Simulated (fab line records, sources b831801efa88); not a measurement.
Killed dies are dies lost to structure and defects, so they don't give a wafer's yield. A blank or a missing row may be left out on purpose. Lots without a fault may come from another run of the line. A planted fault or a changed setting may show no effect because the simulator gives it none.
Chamber matching | flow gf180mcu | GF_V3_CMP_26 on cmp-01: 4 sister chambers
The step polishes, stops on SiO2, t overpolish 15 s, target thk 0 nm. 8 wafers are shown with their chamber, then 11 later ones without.

WAFERS WITH THEIR CHAMBER
wafer  | chamber | time_to_endpoint_s (s) | overpolish_run_s (s)
L083.6 | 2       | 84                     | 14.990
L087.2 | 1       | 75                     | 14.990
L087.5 | 1       | 73                     | 14.997
L087.6 | 0       | 80                     | 15.005
L088.2 | 0       | 83                     | 15.013
L088.3 | 2       | 77                     | 14.994
L088.5 | 3       | 82                     | 15.001
L092.3 | 3       | 79                     | 14.995

WAFERS WITHOUT THEIR CHAMBER
wafer  | time_to_endpoint_s (s) | overpolish_run_s (s)
L092.4 | 74                     | 15.001
L092.6 | 79                     | 14.994
L093.3 | 74                     | 14.992
L093.4 | 84                     | 15.008
L093.5 | 76                     | 14.997
L095.1 | 80                     | 14.996
L095.3 | 85                     | 14.988
L095.6 | 83                     | 15.011
L096.2 | 81                     | 14.997
L096.3 | 78                     | 14.995
L096.5 | 85                     | 14.979

WHICH CHAMBER EACH WENT THROUGH
wafer  | from the rows above               | in truth
L092.4 | can't be placed: 1 or 3 or 2 or 0 | 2
L092.6 | can't be placed: 2 or 3 or 1      | 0
L093.3 | can't be placed: 1 or 2           | 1
L093.4 | can't be placed: 0 or 3           | 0
L093.5 | can't be placed: 1 or 3 or 2      | 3
L095.1 | can't be placed: 3 or 2 or 1      | 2
L095.3 | can't be placed: 2 or 3           | 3
L095.6 | 0                                 | 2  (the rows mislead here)
L096.2 | can't be placed: 3 or 2           | 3
L096.3 | can't be placed: 2 or 3 or 1      | 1
L096.5 | can't be placed: 2 or 3 or 1      | 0
Placed correctly: 0 of 11. Can't be placed from these rows: 10 (the true chamber is among the candidates in 8). Placed wrongly: 1.
How it was worked out, from the rows above alone: a wafer's distance from a chamber is the root of the sum, over the readings, of the square of ((its reading less the chamber's mean) divided by the reading's scatter). The wafer belongs to the nearest chamber; if the next one is less than 2 further off, it can't be placed. A chamber's mean is the mean of its shown wafers. The scatter: the root of (the sum of the squares of (reading less its chamber's mean) over the shown wafers, divided by (wafers less chambers)).
